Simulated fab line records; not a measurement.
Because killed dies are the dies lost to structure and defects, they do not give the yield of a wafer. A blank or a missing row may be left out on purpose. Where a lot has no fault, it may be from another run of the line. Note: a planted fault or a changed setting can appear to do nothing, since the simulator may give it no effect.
Matching of chambers    flow sky130    SKY_VIA4_CMP_02 on cmp-02: 4 sister chambers
The step polishes SiO2. 4 wafers are shown with their chamber, then 11 later ones without.

== WAFERS, EACH WITH ITS CHAMBER ==
wafer   chamber  motor-current-A (A)
L087.4  1        12.1
L090.2  0        12.1
L090.5  2        13.3
L091.2  3        13.0

== WAFERS WHOSE CHAMBER IS MISSING ==
wafer   motor-current-A (A)
L091.3  11.1
L091.5  12.0
L095.2  12.2
L095.3  11.9
L095.4  13.6
L096.1  12.1
L096.2  12.6
L096.3  13.3
L097.3  12.4
L097.4  12.2
L097.5  12.5

== WHICH CHAMBER EACH WENT THROUGH ==
wafer   from the rows above                in truth
L091.3  can't be placed: 0 or 1            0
L091.5  can't be placed: 0 or 1            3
L095.2  can't be placed: 0 or 1 or 3       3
L095.3  can't be placed: 0 or 1            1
L095.4  can't be placed: 2 or 3            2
L096.1  can't be placed: 0 or 1            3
L096.2  can't be placed: 3 or 0 or 1 or 2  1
L096.3  can't be placed: 2 or 3            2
L097.3  can't be placed: 0 or 1 or 3 or 2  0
L097.4  can't be placed: 0 or 1 or 3       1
L097.5  can't be placed: 0 or 1 or 3 or 2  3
Correct placement for 0 of the 11. From these rows, 11 cannot be placed; in 9 the true chamber is one of the candidates. Number placed wrongly: 0.
How it was worked out, from the rows above alone: a wafer's distance from a chamber is the root of the sum, over the readings, of the square of ((its reading less the chamber's mean) divided by the reading's scatter). If the next closest chamber is less than 2 further off than the closest, the wafer can't be placed; otherwise it belongs to the closest. The mean given for a chamber averages the wafers shown for that chamber. The scatter: with one shown wafer a chamber, the root of the mean of the squares of how far each hidden wafer lies from its nearest shown one.
